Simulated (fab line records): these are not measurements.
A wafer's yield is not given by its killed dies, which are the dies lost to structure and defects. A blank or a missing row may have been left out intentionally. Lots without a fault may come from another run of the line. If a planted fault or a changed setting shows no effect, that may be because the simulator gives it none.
fab line records	flow sky130
record lots=11	wafers=33	last_day=50
route steps=708 shown CONTACT@433 METAL1@441 VIA1@460 PAD_OPEN@708
lots untouched by any fault: they come from a run of this same line in which no faults occurred
start_h: hours from the record's first day to the start of the lot's first wafer shown	wait_h: time in hours since the lot's previous step	" repeats the value in the row above	L1.1+2: a single row standing in for several wafers	- no value present, or no start provided	* or withheld: withheld	< > ~ a bound
route shown NAME@n: NAME is a module with steps in the file, n the number in the route of the first one	usual: mean/standard deviation taken from wafers without a fault	same: alike in all rows	chamber/n: place in a boat	sites: each site's reading	_std_site: the standard deviation of these	_edge_site: mean of outer sites minus mean of inner sites	radius_mm: for every site, how far away it sits from the centre of the wafer	mask NAME#n: copy n	behind: the tool/chamber that last shaped the wafer	hold: why the lot went on hold/how many hours it stayed there/how the hold came to an end	device: transistor that didn't switch, given as n, p or np	end of line: tests of these same wafers at the route's end	a step given without rows: its recipe and nothing more	killed: at the first sort, the dies lost to defects and structure; wafer yield is something else	map: a wafer's dies, marking killed ones x, the rest . and places with no die _
set.NAME: the setting that was run; set.NAME@STEP: the one run at that earlier step	model.NAME: the simulator's own value behind a step, which no gauge read
one table for each step of the route and one row for each wafer, over a sample of lots
services: from which hour (start_h, from the record's first day; less than 0 if before it) a tool's chamber was out of use, for how many hours, and why
## steps
# step SKY_CONTACT_CMP_27
# recipe stop_on=SiO2	t_overpolish_s=15	down_force_psi=3.5	platen_rpm=60	target_thk_nm=0	pad_velocity_m_s=0.94248
# usual motor_current_A=11.0/0.78	overpolish_run_s=14.998/0.0099	platen_rpm=60.00/0.04	time_to_endpoint_s=83/3.6
lot.wafer	tool	chamber	start_h	wait_h	motor_current_A	overpolish_run_s	platen_rpm	time_to_endpoint_s
L750.3	cmp-02	2	775.89	0.1	11.3	14.995	60.07	81
L750.5	"	0	"	"	11.3	14.980	60.02	80
L750.6	"	1	"	"	11.1	15.012	60.01	80
L751.4	cmp-02	0	783.07	0.1	11.5	14.995	60.04	79
L751.1	"	1	"	"	11.7	15.000	60.03	79
L751.5	"	0	"	"	10.7	15.013	60.03	81
L754.4	cmp-02	0	794.97	0.1	11.6	15.008	59.98	84
L754.6	"	2	"	"	11.0	14.995	59.95	82
L754.5	"	3	"	"	11.9	15.010	59.99	80
L757.3	cmp-02	1	809.61	0.0	11.8	14.995	60.05	77
L757.4	"	0	"	"	11.0	14.994	59.95	82
L757.5	"	2	"	"	10.1	14.996	60.05	85
L762.3	cmp-01	2	844.28	0.1	12.0	14.998	60.01	86
L762.4	"	0	"	"	11.6	15.001	60.03	85
L762.6	"	2	"	"	11.3	14.997	60.04	85
L764.2	cmp-01	0	857.73	0.0	11.4	15.001	59.99	84
L764.3	"	1	"	"	10.7	14.995	59.95	87
L764.1	"	2	"	"	11.1	14.993	60.07	86
L766.4	cmp-02	3	873.19	0.0	11.5	15.000	59.98	79
L766.3	"	1	"	"	11.2	14.996	60.01	76
L766.1	"	2	"	"	10.2	15.001	59.98	81
L767.1	cmp-01	2	879.95	0.1	11.7	15.001	59.99	82
L767.4	"	1	"	"	10.4	15.011	59.98	84
L767.6	"	2	"	"	12.2	15.003	59.99	85
L768.2	cmp-02	1	887.11	0.0	11.2	15.004	60.03	78
L768.4	"	2	"	"	10.3	15.008	59.96	80
L768.1	"	3	"	"	11.8	14.990	60.02	81
L769.2	cmp-01	3	900.03	0.0	9.7	15.014	59.96	88
L769.4	"	0	"	"	11.3	15.004	60.03	82
L769.3	"	2	"	"	12.0	14.981	59.88	83
L771.3	cmp-01	0	906.41	0.0	11.2	14.991	60.00	88
L771.1	"	1	"	"	10.5	15.000	60.00	87
L771.4	"	3	"	"	9.4	14.990	59.99	93
# step SKY_METAL1_DEHYDRATE_07
# recipe temp_c=200	time_s=62.18
# usual exhaust_pa=45.0/0.77	plate_sensor_t_centre_C=201.07/0.01	plate_sensor_t_edge_C=201.55/0.01
lot.wafer	tool	chamber	start_h	wait_h	exhaust_pa	plate_sensor_t_centre_C	plate_sensor_t_edge_C
L750.3	litho_track-03	0	789.15	12.8	45.9	201.08	201.56
L750.5	"	0	"	"	44.9	201.06	201.57
L750.6	"	0	"	"	43.4	201.06	201.55
L751.1	litho_track-04	0	795.89	12.3	43.7	201.08	201.55
L751.4	"	0	"	"	45.6	201.06	201.54
L751.5	"	0	"	"	45.8	201.06	201.57
L754.4	litho_track-02	0	809.02	13.6	44.9	201.06	201.56
L754.5	"	0	"	"	45.3	201.09	201.54
L754.6	"	0	"	"	44.4	201.06	201.56
L757.3	litho_track-02	0	822.29	12.1	45.2	201.06	201.55
L757.4	"	0	"	"	44.7	201.08	201.56
L757.5	"	0	"	"	44.3	201.06	201.56
L762.3	litho_track-04	0	856.69	11.8	44.6	201.09	201.54
L762.4	"	0	"	"	45.7	201.08	201.55
L762.6	"	0	"	"	45.2	201.08	201.55
L764.1	litho_track-02	0	871.14	12.8	43.2	201.07	201.57
L764.2	"	0	"	"	44.2	201.07	201.55
L764.3	"	0	"	"	44.3	201.06	201.55
L766.1	litho_track-03	0	885.65	11.9	44.7	201.06	201.57
L766.3	"	0	"	"	45.4	201.06	201.55
L766.4	"	0	"	"	43.8	201.06	201.56
L767.1	litho_track-03	0	892.65	12.1	44.2	201.05	201.55
L767.4	"	0	"	"	44.4	201.06	201.56
L767.6	"	0	"	"	44.7	201.07	201.56
L768.1	litho_track-04	0	899.54	11.9	44.9	201.06	201.55
L768.2	"	0	"	"	44.2	201.08	201.56
L768.4	"	0	"	"	44.6	201.06	201.55
L769.2	litho_track-03	0	912.12	11.5	45.8	201.07	201.55
L769.3	"	0	"	"	45.3	201.06	201.54
L769.4	"	0	"	"	44.5	201.06	201.56
L771.1	litho_track-03	0	918.35	11.4	45.2	201.07	201.55
L771.3	"	0	"	"	44.9	201.07	201.55
L771.4	"	0	"	"	45.2	201.07	201.55
# step SKY_METAL1_METAL_ETCH_19
# recipe target_depth_a=3600	stop_on=SiO2	over_etch_frac=0.3	time_s=78	chemistry=Cl2/BCl3	resist_sidewall_deg=88	pressure_mtorr=10	icp_w=900	bias_w=48.5	Cl2_flow_sccm=60	bcl3_flow_sccm=30
# usual bias_w=48.50/0.14	drypump_motor_current_A=5.9/0.34	oes_product_au=0.855/0.0066	throttle_valve_pct=22.264/0.0083
lot.wafer	tool	chamber	start_h	wait_h	bias_w	drypump_motor_current_A	oes_product_au	rf_hours_counter_h	throttle_valve_pct
L750.3	rie_metal-03	0	803.44	0.1	48.42	5.5	0.859	-	22.255
L750.5	"	0	"	"	48.39	5.5	0.860	-	22.264
L750.6	"	1	"	"	48.43	5.7	0.853	-	22.264
L751.1	rie_metal-03	1	810.28	0.0	48.66	5.7	0.846	10	22.268
L751.4	"	0	"	"	48.52	5.5	0.845	-	22.269
L751.5	"	1	"	"	48.60	5.7	0.851	-	22.269
L754.4	rie_metal-02	0	822.73	0.1	48.83	5.6	0.853	-	22.245
L754.5	"	1	"	"	48.54	5.7	0.853	-	22.262
L754.6	"	0	"	"	48.64	5.6	0.850	-	22.254
L757.3	rie_metal-03	1	835.93	0.1	48.68	5.7	0.853	-	22.267
L757.4	"	0	"	"	48.30	5.5	0.845	-	22.256
L757.5	"	0	"	"	48.46	5.5	0.858	-	22.272
L762.3	rie_metal-02	0	870.48	0.1	48.09	5.6	0.851	-	22.276
L762.4	"	1	"	"	48.59	5.7	0.858	-	22.259
L762.6	"	0	"	"	48.35	5.6	0.849	-	22.273
L764.1	rie_metal-02	1	884.74	0.1	48.60	5.7	0.861	5	22.268
L764.2	"	1	"	"	48.47	5.7	0.860	-	22.251
L764.3	"	1	"	"	48.56	5.7	0.865	-	22.274
L766.1	rie_metal-03	0	899.17	0.0	48.45	5.5	0.861	6	22.267
L766.3	"	0	"	"	48.46	5.5	0.869	-	22.259
L766.4	"	1	"	"	48.28	5.7	0.856	-	22.271
L767.1	rie_metal-01	1	905.70	0.0	48.64	6.2	0.842	7	22.253
L767.4	"	0	"	"	48.41	6.4	0.859	-	22.277
L767.6	"	0	"	"	48.55	6.4	0.859	-	22.248
L768.1	rie_metal-02	0	912.39	0.0	48.61	5.6	0.854	7	22.262
L768.2	"	1	"	"	48.64	5.7	0.862	6	22.277
L768.4	"	1	"	"	48.50	5.7	0.851	-	22.269
L769.2	rie_metal-03	0	925.20	0.0	48.62	5.6	0.845	7	22.255
L769.3	"	1	"	"	48.52	5.8	0.846	-	22.260
L769.4	"	0	"	"	48.49	5.5	0.851	-	22.275
L771.1	rie_metal-03	0	931.64	0.0	48.40	5.5	0.845	8	22.262
L771.3	"	0	"	"	48.34	5.6	0.849	-	22.284
L771.4	"	1	"	"	48.41	5.7	0.857	-	22.267
# step SKY_VIA1_CMP_02
# recipe material=SiO2	down_force_psi=4	platen_rpm=60	pad_velocity_m_s=0.94248
# usual motor_current_A=12.0/0.8	platen_rpm=60.00/0.04
lot.wafer	tool	chamber	start_h	wait_h	motor_current_A	platen_rpm
L750.3	cmp-01	0	804.42	0.2	13.0	59.99
L750.5	"	1	"	"	11.6	59.95
L750.6	"	2	"	"	12.5	60.01
L751.1	cmp-01	2	811.23	0.1	13.2	59.99
L751.4	"	3	"	"	10.3	60.00
L751.5	"	1	"	"	10.9	59.99
L754.4	cmp-02	1	823.65	0.1	12.5	59.99
L754.6	"	3	"	"	13.3	59.97
L754.5	"	0	"	"	12.5	60.01
L757.4	cmp-01	1	836.89	0.1	10.7	59.97
L757.3	"	2	"	"	13.4	54.03
L757.5	"	0	"	"	12.4	60.01
L762.3	cmp-02	1	871.30	0.0	11.7	59.98
L762.4	"	3	"	"	12.7	60.00
L762.6	"	2	"	"	11.6	59.97
L764.3	cmp-02	2	885.68	0.0	11.1	59.96
L764.1	"	3	"	"	12.8	59.99
L764.2	"	1	"	"	12.8	59.98
L766.4	cmp-02	2	900.06	0.0	11.1	60.05
L766.3	"	0	"	"	12.2	59.98
L766.1	"	1	"	"	12.2	59.96
L767.4	cmp-02	1	906.60	0.1	12.6	59.98
L767.1	"	2	"	"	11.9	59.97
L767.6	"	1	"	"	12.6	60.07
L768.2	cmp-02	0	913.28	0.0	12.3	60.06
L768.4	"	2	"	"	11.5	59.98
L768.1	"	3	"	"	12.7	60.01
L769.4	cmp-02	3	926.06	0.0	12.9	60.05
L769.2	"	1	"	"	12.3	59.95
L769.3	"	2	"	"	11.4	59.99
L771.3	cmp-02	3	932.57	0.0	13.2	59.92
L771.4	"	0	"	"	12.0	60.00
L771.1	"	2	"	"	11.1	59.97
# step SKY_PAD_OPEN_PROBE_99
# usual defect_limited_yield=82.2/1.9	killed_at_M0_to_M3=44/6.7	killed_at_M4_up=3.1/1.8	killed_at_contacts=24/5.1	killed_at_front_end=16/4.7	killed_at_other=0.3/0.59	killed_dies=88/9.6	killed_on_rim=17/3.8	killed_open=48/7.3	killed_short=39/6.5	sort_bin_3_pad_short=0.9/0.43	sort_bin_5_function=10.6/1.6	sort_bin_6_memory=6.3/1.1	sort_n_pass=404/9.6	sort_yield_pct=82.2/1.9
# same gross_dies=492	killed_at_back_side=0	sort_bin_4_leakage[%]=0	sort_bin_8_speed[%]=0
lot.wafer	tool	chamber	start_h	wait_h	defect_limited_yield[%]	killed_at_M0_to_M3	killed_at_M4_up	killed_at_contacts	killed_at_front_end	killed_at_other	killed_dies	killed_on_rim	killed_open	killed_short	sort_bin_3_pad_short[%]	sort_bin_5_function[%]	sort_bin_6_memory[%]	sort_n_pass	sort_yield_pct[%]
L750.3	prober-01	-	1106.04	0.2	81.5	51	4	19	14	3	91	17	42	49	1.2	10.2	7.1	401	81.5
L750.5	prober-01	-	1106.14	0.2	80.7	39	4	26	25	1	95	25	47	46	1.0	10.6	7.7	397	80.7
L750.6	prober-01	-	1106.19	0.2	80.3	44	5	28	20	0	97	20	53	44	1.4	12.0	6.3	395	80.3
L751.1	prober-01	-	1111.38	0.1	82.9	51	4	19	10	0	84	15	45	39	0.6	8.9	7.5	408	82.9
L751.4	prober-01	-	1111.53	0.2	85.0	43	2	18	11	0	74	20	38	36	0.2	9.6	5.3	418	85.0
L751.5	prober-01	-	1111.58	0.2	85.4	46	2	14	10	0	72	19	41	31	0.8	8.5	5.3	420	85.4
L754.4	prober-01	-	1121.61	0.2	81.9	43	3	22	21	0	89	16	46	43	1.2	11.2	5.7	403	81.9
L754.5	prober-01	-	1121.66	0.2	80.7	45	6	18	24	2	95	14	49	46	1.0	11.8	6.5	397	80.7
L754.6	prober-01	-	1121.71	0.2	82.1	42	5	28	13	0	88	18	55	33	1.2	9.1	7.5	404	82.1
L757.3	prober-01	-	1131.37	0.2	83.7	38	5	26	11	0	80	14	42	38	0.8	9.8	5.7	412	83.7
L757.4	prober-01	-	1131.42	0.2	83.9	41	3	25	10	0	79	13	30	49	1.2	8.3	6.5	413	83.9
L757.5	prober-01	-	1131.47	0.2	81.3	52	2	25	13	0	92	20	53	39	0.4	12.2	6.1	400	81.3
L762.3	prober-02	-	1158.31	0.2	81.3	39	8	30	14	1	92	17	49	43	0.6	11.4	6.7	400	81.3
L762.4	prober-02	-	1158.36	0.2	81.5	48	3	20	20	0	91	17	55	36	0.6	11.6	6.3	401	81.5
L762.6	prober-02	-	1158.46	0.2	79.3	55	4	33	10	0	102	22	63	39	0.6	13.6	6.5	390	79.3
L764.1	prober-02	-	1164.52	0.1	83.5	30	2	31	18	0	81	17	42	39	0.6	9.6	6.3	411	83.5
L764.2	prober-02	-	1164.57	0.1	83.9	31	6	23	17	2	79	16	34	43	1.8	9.8	4.5	413	83.9
L764.3	prober-02	-	1164.62	0.2	83.1	37	1	27	17	1	83	16	44	38	1.8	8.1	6.9	409	83.1
L766.1	prober-02	-	1177.81	0.1	80.3	56	1	26	14	0	97	18	56	41	1.2	10.4	8.1	395	80.3
L766.3	prober-02	-	1177.91	0.2	86.0	26	2	25	16	0	69	8	34	35	0.6	9.8	3.7	423	86.0
L766.4	prober-02	-	1177.96	0.2	82.1	48	3	19	18	0	88	16	51	36	0.8	12.0	5.1	404	82.1
L767.1	prober-01	-	1179.91	0.1	81.7	44	3	23	20	0	90	16	50	40	1.4	11.2	5.7	402	81.7
L767.4	prober-01	-	1180.06	0.2	82.5	46	2	27	10	1	86	17	46	40	1.0	10.2	6.3	406	82.5
L767.6	prober-01	-	1180.16	0.2	82.7	47	2	23	13	0	85	14	51	34	0.2	10.0	7.1	407	82.7
L768.1	prober-02	-	1184.05	0.1	83.5	49	2	17	13	0	81	15	41	40	0.6	9.1	6.7	411	83.5
L768.2	prober-02	-	1184.10	0.1	79.7	55	1	26	18	0	100	24	61	38	0.6	13.4	6.3	392	79.7
L768.4	prober-02	-	1184.20	0.2	81.3	49	2	30	11	0	92	19	53	39	0.4	12.2	6.1	400	81.3
L769.2	prober-01	-	1194.10	0.1	83.3	47	4	15	14	2	82	22	50	32	0.4	9.3	6.9	410	83.3
L769.3	prober-01	-	1194.15	0.2	83.9	37	7	21	14	0	79	17	42	37	0.6	11.0	4.5	413	83.9
L769.4	prober-01	-	1194.20	0.2	81.3	51	1	22	18	0	92	19	44	48	1.0	10.4	7.3	400	81.3
L771.1	prober-01	-	1198.51	0.1	83.1	45	2	18	18	0	83	21	53	29	0.2	9.6	7.1	409	83.1
L771.3	prober-01	-	1198.61	0.2	83.5	38	2	21	20	0	81	21	36	45	0.6	10.2	5.7	411	83.5
L771.4	prober-01	-	1198.66	0.2	85.6	40	2	18	11	0	71	8	37	33	1.2	8.5	4.7	421	85.6
# killed by level:class
L750.3 METAL1:geometric_particle:short=12 CONTACT:geometric_particle:open=11 VIA3:geometric_particle:open=7 METAL2:geometric_particle:short=7 METAL3:geometric_particle:short=7 VIA2:geometric_particle:open=5 POLY_GATE:geometric_particle:short=4 VIA3:geometric_particle:short=4
L750.5 CONTACT:geometric_particle:open=10 LI_CONTACT:geometric_particle:open=6 VIA1:geometric_particle:open=6 FIELD_ISO:geometric_particle:open=5 VIA2:geometric_particle:open=5 POLY_GATE:geometric_particle:short=5 METAL2:geometric_particle:short=5 POLY_GATE:geometric_particle:open=4
L750.6 METAL1:geometric_particle:short=9 LI_CONTACT:geometric_particle:open=9 CONTACT:geometric_particle:open=9 POLY_GATE:geometric_particle:open=7 VIA2:geometric_particle:open=7 CONTACT:geometric_particle:short=6 VIA1:geometric_particle:open=6 VIA3:geometric_particle:open=5
L751.1 VIA1:geometric_particle:open=11 VIA2:geometric_particle:open=10 METAL2:geometric_particle:short=7 METAL3:geometric_particle:short=7 LOCAL_INTERCONNECT:geometric_particle:short=5 CONTACT:geometric_particle:open=5 VIA3:geometric_particle:open=5 POLY_GATE:geometric_particle:open=4
L751.4 VIA2:geometric_particle:open=8 METAL1:geometric_particle:short=6 LI_CONTACT:geometric_particle:open=6 CONTACT:geometric_particle:open=6 VIA1:geometric_particle:open=6 METAL2:geometric_particle:short=6 VIA1:geometric_particle:short=5 VIA3:geometric_particle:open=5
L751.5 VIA2:geometric_particle:open=12 VIA1:geometric_particle:open=8 CONTACT:geometric_particle:open=7 VIA3:geometric_particle:open=6 METAL1:geometric_particle:short=6 METAL2:geometric_particle:short=5 LOCAL_INTERCONNECT:geometric_particle:short=4 POLY_GATE:geometric_particle:short=3
L754.4 VIA1:geometric_particle:open=12 CONTACT:geometric_particle:open=9 FIELD_ISO:geometric_particle:open=6 METAL1:geometric_particle:short=6 POLY_GATE:geometric_particle:short=5 LI_CONTACT:geometric_particle:open=5 LOCAL_INTERCONNECT:geometric_particle:short=5 METAL2:geometric_particle:short=5
L754.5 VIA1:geometric_particle:open=7 METAL2:geometric_particle:short=7 FIELD_ISO:geometric_particle:open=6 CONTACT:geometric_particle:open=6 METAL1:geometric_particle:short=6 VIA1:geometric_particle:short=6 VIA3:geometric_particle:short=6 LI_CONTACT:geometric_particle:open=5
L754.6 VIA2:geometric_particle:open=12 LI_CONTACT:geometric_particle:open=11 CONTACT:geometric_particle:open=9 VIA1:geometric_particle:open=9 FIELD_ISO:geometric_particle:open=5 VIA1:geometric_particle:short=5 POLY_GATE:geometric_particle:short=4 METAL2:geometric_particle:short=4
L757.3 CONTACT:geometric_particle:open=11 CONTACT:geometric_particle:short=7 METAL2:geometric_particle:short=7 VIA1:geometric_particle:short=7 VIA1:geometric_particle:open=7 LI_CONTACT:geometric_particle:open=6 FIELD_ISO:geometric_particle:open=4 VIA2:geometric_particle:open=4
L757.4 VIA1:geometric_particle:open=8 METAL1:geometric_particle:short=7 CONTACT:geometric_particle:short=6 LI_CONTACT:geometric_particle:open=5 LOCAL_INTERCONNECT:geometric_particle:short=5 METAL3:geometric_particle:short=5 LI_CONTACT:geometric_particle:short=4 CONTACT:geometric_particle:open=4
L757.5 CONTACT:geometric_particle:open=13 VIA1:geometric_particle:open=12 VIA2:geometric_particle:open=10 METAL1:geometric_particle:short=8 METAL2:geometric_particle:short=6 FIELD_ISO:geometric_particle:short=5 CONTACT:geometric_particle:short=5 FIELD_ISO:geometric_particle:open=4
L762.3 VIA1:geometric_particle:open=11 LI_CONTACT:geometric_particle:open=9 CONTACT:geometric_particle:open=8 CONTACT:geometric_particle:short=6 METAL1:geometric_particle:short=5 METAL4:geometric_particle:short=5 FIELD_ISO:geometric_particle:short=4 FIELD_ISO:geometric_particle:open=4
L762.4 VIA1:geometric_particle:open=12 VIA3:geometric_particle:open=11 CONTACT:geometric_particle:open=7 VIA2:geometric_particle:open=7 POLY_GATE:geometric_particle:open=6 LI_CONTACT:geometric_particle:open=6 CONTACT:geometric_particle:short=6 POLY_GATE:geometric_particle:short=5
L762.6 VIA1:geometric_particle:open=16 CONTACT:geometric_particle:open=12 VIA2:geometric_particle:open=11 LI_CONTACT:geometric_particle:open=9 CONTACT:geometric_particle:short=6 VIA1:geometric_particle:short=6 VIA3:geometric_particle:short=5 VIA3:geometric_particle:open=5
L764.1 CONTACT:geometric_particle:open=11 FIELD_ISO:geometric_particle:short=8 VIA3:geometric_particle:open=7 LI_CONTACT:geometric_particle:open=6 CONTACT:geometric_particle:short=5 VIA1:geometric_particle:open=5 METAL2:geometric_particle:short=5 LOCAL_INTERCONNECT:geometric_particle:short=4
L764.2 CONTACT:geometric_particle:open=8 LOCAL_INTERCONNECT:geometric_particle:short=7 FIELD_ISO:geometric_particle:short=6 VIA1:geometric_particle:open=6 METAL4:geometric_particle:short=6 VIA2:geometric_particle:open=5 VIA1:geometric_particle:short=5 CONTACT:geometric_particle:short=4
L764.3 CONTACT:geometric_particle:open=10 METAL2:geometric_particle:short=7 LOCAL_INTERCONNECT:geometric_particle:short=6 VIA1:geometric_particle:open=6 VIA3:geometric_particle:open=5 VIA3:geometric_particle:short=5 FIELD_ISO:geometric_particle:open=4 FIELD_ISO:geometric_particle:short=4
L766.1 LI_CONTACT:geometric_particle:open=11 VIA3:geometric_particle:open=11 VIA2:geometric_particle:open=11 METAL1:geometric_particle:short=10 CONTACT:geometric_particle:open=8 VIA1:geometric_particle:open=6 FIELD_ISO:geometric_particle:short=5 METAL2:geometric_particle:short=5
L766.3 CONTACT:geometric_particle:open=12 METAL2:geometric_particle:short=6 POLY_GATE:geometric_particle:short=5 METAL1:geometric_particle:short=5 VIA1:geometric_particle:open=5 LI_CONTACT:geometric_particle:open=4 CONTACT:geometric_particle:short=4 FIELD_ISO:geometric_particle:short=3
L766.4 VIA1:geometric_particle:open=15 CONTACT:geometric_particle:open=9 VIA2:geometric_particle:open=7 VIA3:geometric_particle:open=6 VIA1:geometric_particle:short=6 FIELD_ISO:geometric_particle:short=5 POLY_GATE:geometric_particle:open=5 FIELD_ISO:geometric_particle:open=4
L767.1 CONTACT:geometric_particle:open=9 METAL1:geometric_particle:short=7 POLY_GATE:geometric_particle:open=7 LI_CONTACT:geometric_particle:open=7 VIA1:geometric_particle:open=6 VIA1:geometric_particle:short=6 VIA3:geometric_particle:open=6 VIA2:geometric_particle:open=5
L767.4 CONTACT:geometric_particle:open=11 VIA1:geometric_particle:open=9 METAL2:geometric_particle:short=8 LI_CONTACT:geometric_particle:open=7 VIA3:geometric_particle:open=7 VIA1:geometric_particle:short=6 CONTACT:geometric_particle:short=5 FIELD_ISO:geometric_particle:short=4
L767.6 VIA1:geometric_particle:open=13 CONTACT:geometric_particle:open=8 VIA3:geometric_particle:open=7 LOCAL_INTERCONNECT:geometric_particle:short=6 LI_CONTACT:geometric_particle:open=5 METAL1:geometric_particle:short=5 VIA2:geometric_particle:open=5 FIELD_ISO:geometric_particle:open=4
L768.1 VIA1:geometric_particle:open=15 METAL2:geometric_particle:short=10 LI_CONTACT:geometric_particle:open=7 POLY_GATE:geometric_particle:short=5 METAL1:geometric_particle:short=5 VIA2:geometric_particle:open=5 LOCAL_INTERCONNECT:geometric_particle:short=4 VIA1:geometric_particle:short=4
L768.2 VIA1:geometric_particle:open=14 VIA2:geometric_particle:open=11 CONTACT:geometric_particle:open=10 METAL2:geometric_particle:short=8 FIELD_ISO:geometric_particle:open=5 LI_CONTACT:geometric_particle:short=5 METAL1:geometric_particle:short=5 VIA3:geometric_particle:open=5
L768.4 VIA1:geometric_particle:open=15 CONTACT:geometric_particle:open=9 LI_CONTACT:geometric_particle:open=9 VIA1:geometric_particle:short=8 VIA2:geometric_particle:open=7 LOCAL_INTERCONNECT:geometric_particle:short=4 CONTACT:geometric_particle:short=4 VIA2:geometric_particle:short=4
L769.2 VIA1:geometric_particle:open=10 VIA3:geometric_particle:open=8 VIA2:geometric_particle:open=7 FIELD_ISO:geometric_particle:open=5 CONTACT:geometric_particle:open=5 LI_CONTACT:geometric_particle:open=4 METAL1:geometric_particle:open=4 METAL2:geometric_particle:short=4
L769.3 VIA1:geometric_particle:open=8 CONTACT:geometric_particle:open=7 VIA2:geometric_particle:open=7 LI_CONTACT:geometric_particle:open=6 METAL1:geometric_particle:short=5 FIELD_ISO:geometric_particle:short=4 POLY_GATE:geometric_particle:open=4 VIA2:geometric_particle:short=4
L769.4 VIA2:geometric_particle:open=9 METAL1:geometric_particle:short=9 VIA1:geometric_particle:short=8 FIELD_ISO:geometric_particle:open=6 VIA3:geometric_particle:open=6 LI_CONTACT:geometric_particle:short=5 LI_CONTACT:geometric_particle:open=5 CONTACT:geometric_particle:open=5
L771.1 VIA1:geometric_particle:open=11 VIA2:geometric_particle:open=9 FIELD_ISO:geometric_particle:open=8 CONTACT:geometric_particle:open=6 METAL2:geometric_particle:short=5 POLY_GATE:geometric_particle:short=4 LI_CONTACT:geometric_particle:short=4 LI_CONTACT:geometric_particle:open=4
L771.3 POLY_GATE:geometric_particle:short=7 VIA3:geometric_particle:open=7 VIA1:geometric_particle:open=6 CONTACT:geometric_particle:open=6 METAL3:geometric_particle:short=6 LI_CONTACT:geometric_particle:open=5 METAL1:geometric_particle:short=5 FIELD_ISO:geometric_particle:short=4
L771.4 VIA1:geometric_particle:open=9 VIA3:geometric_particle:open=7 METAL2:geometric_particle:short=5 LI_CONTACT:geometric_particle:open=5 METAL1:geometric_particle:short=5 CONTACT:geometric_particle:open=4 LOCAL_INTERCONNECT:geometric_particle:short=4 FIELD_ISO:geometric_particle:open=3
## services
tool	chamber	start_h	hours	kind
cmp-01	-	766.10	13.0	pm
rie_metal-02	-	777.77	1.4	pm
rie_metal-01	0	794.96	1.2	repair
rie_metal-03	-	799.28	2.8	pm
rie_metal-03	0	804.95	4.2	repair
cmp-02	-	805.63	0.7	repair
rie_metal-03	-	816.01	14.6	pm
rie_metal-01	0	858.48	-	clean
rie_metal-01	0	858.48	17.7	scheduled_down
rie_metal-01	0	858.48	17.7	vent_cycle
rie_metal-02	0	880.93	6.1	repair
rie_metal-01	0	909.07	8.1	repair
cmp-01	-	912.37	4.0	pm
cmp-01	-	916.37	-	consumable_replace:conditioner
cmp-01	-	916.37	-	consumable_replace:pad
## key
first_sign step=SKY_VIA1_CMP_02	reading=platen_rpm	direction=down	sigmas=99+	usual=60.00	struck=54.03
effect none on later readings
met_at SKY_VIA1_CMP_02
struck_lots L757
struck_wafers L757.3
not_acting_at SKY_CONTACT_CMP_27,SKY_METAL1_DEHYDRATE_07,SKY_METAL1_METAL_ETCH_19
onset_between 811.23 836.89
fault kind=process_parameter_drift	tool=cmp-01	chamber=2	onset_h=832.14	steps=SKY_VIA1_CMP_02	channel=platen_rpm	offset=-6	shape=step	acts_in=these_recipes_only	stated=60
